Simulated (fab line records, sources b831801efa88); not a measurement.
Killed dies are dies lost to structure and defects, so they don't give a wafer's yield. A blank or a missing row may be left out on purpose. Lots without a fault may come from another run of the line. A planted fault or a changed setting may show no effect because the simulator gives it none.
Which tool did it? | flow sky130 | 14 lots, 42 wafers sampled, at 5 steps of a route of 708

WHAT THE GAUGES READ, wafer by wafer
SKY_LOCAL_INTERCONNECT_RS_MEAS_01: measures by four-point-probe. Usual: LOCAL_INTERCONNECT_TIN_RS 14.19 ohm/sq, standard deviation 0.18.
lot  | measured     | on            | LOCAL_INTERCONNECT_TIN_RS (ohm/sq) | flag
L473 | day 30 00:29 | film_metro-02 | 14.45 14.26 14.30                  |
L476 | day 30 23:52 | film_metro-02 | 13.95 13.94 14.00                  |
L477 | day 31 14:11 | film_metro-02 | 14.20 14.33 14.25                  |
L478 | day 32 03:33 | film_metro-03 | 14.55 14.36 14.53                  |
L479 | day 32 07:25 | film_metro-01 | 14.35 14.38 14.28                  |
L480 | day 32 14:56 | film_metro-02 | 14.40 14.24 14.08                  |
L482 | day 33 06:08 | film_metro-02 | 14.20 14.27 14.45                  |
L484 | day 33 19:11 | film_metro-02 | 14.28 13.99 13.95                  |
L488 | day 35 01:50 | film_metro-01 | 14.03 14.19 14.40                  |
L490 | day 35 20:11 | film_metro-03 | 14.10 14.30 14.12                  |
L491 | day 36 13:17 | film_metro-02 | 14.21 14.22 14.32                  |
L492 | day 36 21:53 | film_metro-01 | 14.13 14.12 14.16                  |
L493 | day 36 22:32 | film_metro-01 | 14.16 14.10 14.39                  |
L494 | day 37 09:16 | film_metro-01 | 14.10 14.31 14.44                  |

SKY_METAL2_RS_MEAS_05: measures by four-point-probe. Usual: METAL2_ALCU_RS 0.1262 ohm/sq, standard deviation 0.0015.
lot  | measured     | on            | METAL2_ALCU_RS (ohm/sq) | flag
L473 | day 34 22:08 | film_metro-01 | 0.1241 0.1241 0.1241    |
L476 | day 35 18:48 | film_metro-01 | 0.1250 0.1256 0.1263    |
L477 | day 36 09:29 | film_metro-03 | 0.1255 0.1271 0.1272    |
L478 | day 36 23:05 | film_metro-03 | 0.1260 0.1264 0.1259    |
L479 | day 37 02:11 | film_metro-03 | 0.1264 0.1279 0.1282    |
L480 | day 37 09:43 | film_metro-03 | 0.1295 0.1280 0.1264    |
L482 | day 37 23:53 | film_metro-03 | 0.0721 0.1250 0.1255    | OFF
L484 | day 38 12:52 | film_metro-01 | 0.0722 0.1237 0.1234    | OFF
L488 | day 39 17:32 | film_metro-02 | 0.1269 0.1268 0.1278    |
L490 | day 40 11:29 | film_metro-03 | 0.1266 0.1264 0.1265    |
L491 | day 41 02:05 | film_metro-02 | 0.1253 0.1258 0.1280    |
L492 | day 41 09:39 | film_metro-03 | 0.1277 0.1289 0.1275    |
L493 | day 41 12:05 | film_metro-02 | 0.1268 0.1265 0.1255    |
L494 | day 41 20:19 | film_metro-01 | 0.1274 0.1286 0.1271    |

SKY_METAL2_THK_MEAS_06: measures by xrf. Usual: METAL2_ALCU_THK 254 nm, standard deviation 3.1.
lot  | measured     | on            | METAL2_ALCU_THK (nm) | flag
L473 | day 34 22:15 | film_metro-01 | 258 260 259          |
L476 | day 35 18:55 | film_metro-01 | 255 254 253          |
L477 | day 36 09:35 | film_metro-03 | 256 252 254          |
L478 | day 36 23:11 | film_metro-03 | 256 251 253          |
L479 | day 37 02:18 | film_metro-03 | 253 251 251          |
L480 | day 37 09:50 | film_metro-03 | 249 250 252          |
L482 | day 38 00:00 | film_metro-03 | 440 254 256          | OFF
L484 | day 38 12:59 | film_metro-01 | 438 263 260          | OFF
L488 | day 39 17:39 | film_metro-02 | 252 251 250          |
L490 | day 40 11:36 | film_metro-03 | 252 256 252          |
L491 | day 41 02:12 | film_metro-02 | 254 253 252          |
L492 | day 41 09:46 | film_metro-03 | 252 250 250          |
L493 | day 41 12:12 | film_metro-02 | 251 253 255          |
L494 | day 41 20:25 | film_metro-01 | 250 250 252          |

WHICH TOOL RAN EACH LOT (tool, then ch and the chambers of the sampled wafers, then the start)
lot  | SKY_CONTACT_ETCH_16                | SKY_METAL2_SPUTTER_02
L473 | rie_diel-02 ch 0,2,3, day 32 11:01 | pvd_sputter-02, day 34 22:02
L476 | rie_diel-02 ch 0,1, day 33 09:25   | pvd_sputter-01, day 35 18:41
L477 | rie_diel-02 ch 0,1,2, day 33 23:01 | pvd_sputter-04, day 36 09:22
L478 | rie_diel-02 ch 2,3, day 34 12:16   | pvd_sputter-02, day 36 22:56
L479 | rie_diel-03 ch 2,3, day 34 16:04   | pvd_sputter-04, day 37 02:05
L480 | rie_diel-02 ch 1,2, day 34 22:17   | pvd_sputter-04, day 37 09:37
L482 | rie_diel-01 ch 2,3, day 35 13:46   | pvd_sputter-02, day 37 23:47
L484 | rie_diel-03 ch 0,3, day 36 02:31   | pvd_sputter-02, day 38 12:46
L488 | rie_diel-02 ch 1,3, day 37 09:26   | pvd_sputter-04, day 39 17:26
L490 | rie_diel-01 ch 1,2,3, day 38 03:37 | pvd_sputter-04, day 40 11:23
L491 | rie_diel-01 ch 1,2, day 38 19:22   | pvd_sputter-04, day 41 01:59
L492 | rie_diel-02 ch 1,2, day 39 03:04   | pvd_sputter-04, day 41 09:34
L493 | rie_diel-01 ch 0,3, day 39 05:28   | pvd_sputter-01, day 41 11:59
L494 | rie_diel-02 ch 0,3, day 39 14:07   | pvd_sputter-01, day 41 20:10
- SKY_CONTACT_ETCH_16: etches BARC in N2/H2, stops on SiO2, time 45.9 s, target depth 60 nm.
- SKY_METAL2_SPUTTER_02: material AlCu, target thk 250 nm, time 13.3 s.

WHAT THE TOOLS THEMSELVES READ (means of the sampled wafers that have a number; where no wafer has one, the mark that the record gives instead)
SKY_CONTACT_ETCH_16. Usual: drypump_motor_current_A 5.7 A, standard deviation 0.5; n2_flow_sccm 100.04 sccm, standard deviation 0.29; oes_product_au 0.854 a.u., standard deviation 0.0047; throttle_valve_pct 13.226 %, standard deviation 0.01.
lot  | tool        | drypump_motor_current_A (A) | n2_flow_sccm (sccm) | oes_product_au (a.u.) | throttle_valve_pct (%) | flag
L473 | rie_diel-02 | 6.1                         | 100.30              | 0.850                 | 13.222                 |
L476 | rie_diel-02 | 6.0                         | 100.12              | 0.855                 | 13.223                 |
L477 | rie_diel-02 | 5.8                         | 100.08              | 0.855                 | 13.217                 |
L478 | rie_diel-02 | 5.9                         | 100.02              | 0.850                 | 13.222                 |
L479 | rie_diel-03 | 5.8                         | 99.79               | 0.849                 | 13.232                 |
L480 | rie_diel-02 | 5.6                         | 99.95               | 0.857                 | 13.222                 |
L482 | rie_diel-01 | 5.7                         | 99.86               | 0.856                 | 13.230                 |
L484 | rie_diel-03 | 6.4                         | 99.95               | 0.854                 | 13.223                 |
L488 | rie_diel-02 | 5.8                         | 100.06              | 0.848                 | 13.221                 |
L490 | rie_diel-01 | 5.3                         | 100.28              | 0.854                 | 13.221                 |
L491 | rie_diel-01 | 5.4                         | 100.37              | 0.854                 | 13.221                 |
L492 | rie_diel-02 | 5.6                         | 100.30              | 0.857                 | 13.223                 |
L493 | rie_diel-01 | 5.5                         | 99.62               | 0.855                 | 13.233                 |
L494 | rie_diel-02 | 6.2                         | 100.07              | 0.853                 | 13.229                 |

SKY_METAL2_SPUTTER_02. Usual: throttle_valve_pct 29.5 %, standard deviation 1.
lot  | tool           | throttle_valve_pct (%) | flag
L473 | pvd_sputter-02 | 28.9                   |
L476 | pvd_sputter-01 | 30.1                   |
L477 | pvd_sputter-04 | 29.3                   |
L478 | pvd_sputter-02 | 27.5                   |
L479 | pvd_sputter-04 | 30.2                   |
L480 | pvd_sputter-04 | 29.6                   |
L482 | pvd_sputter-02 | 28.2                   |
L484 | pvd_sputter-02 | 29.1                   |
L488 | pvd_sputter-04 | 28.8                   |
L490 | pvd_sputter-04 | 28.9                   |
L491 | pvd_sputter-04 | 29.6                   |
L492 | pvd_sputter-04 | 30.0                   |
L493 | pvd_sputter-01 | 30.0                   |
L494 | pvd_sputter-01 | 29.9                   |

THE ANSWER, worked out from the rows above alone
Rule: a lot is off if the mean of its wafers that have a number lies more than 3 standard deviations from the usual mean. A lot without any number at a reading at which 4 lots or more have one is off too. The other lots that the step has rows for count as sound. The gauges are gone through in route order, then the tools' own readings, and for those a lot's mean is taken as printed above. The first step at which some lot is off is used, and at that step the reading that is off furthest; a lot without a number counts as furthest.
Off: L482, L484, at SKY_METAL2_RS_MEAS_05 (METAL2_ALCU_RS).
A tool fits if, at a process step before that reading, it ran every lot that is off, and no sound lot after the first of them. The gauges at SKY_METAL2_RS_MEAS_05 are tried like those tools. One fits: pvd_sputter-02 at SKY_METAL2_SPUTTER_02. Its last sound lot is L478 (day 36 22:56), its first lot that is off L482 (day 37 23:47): a fault that began between those two fits.

WHAT THE SIMULATOR HAD PUT IN
Process parameter drift: pvd_sputter-02, from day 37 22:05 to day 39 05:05, at SKY_METAL2_SPUTTER_02. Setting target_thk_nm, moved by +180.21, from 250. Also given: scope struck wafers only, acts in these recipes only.
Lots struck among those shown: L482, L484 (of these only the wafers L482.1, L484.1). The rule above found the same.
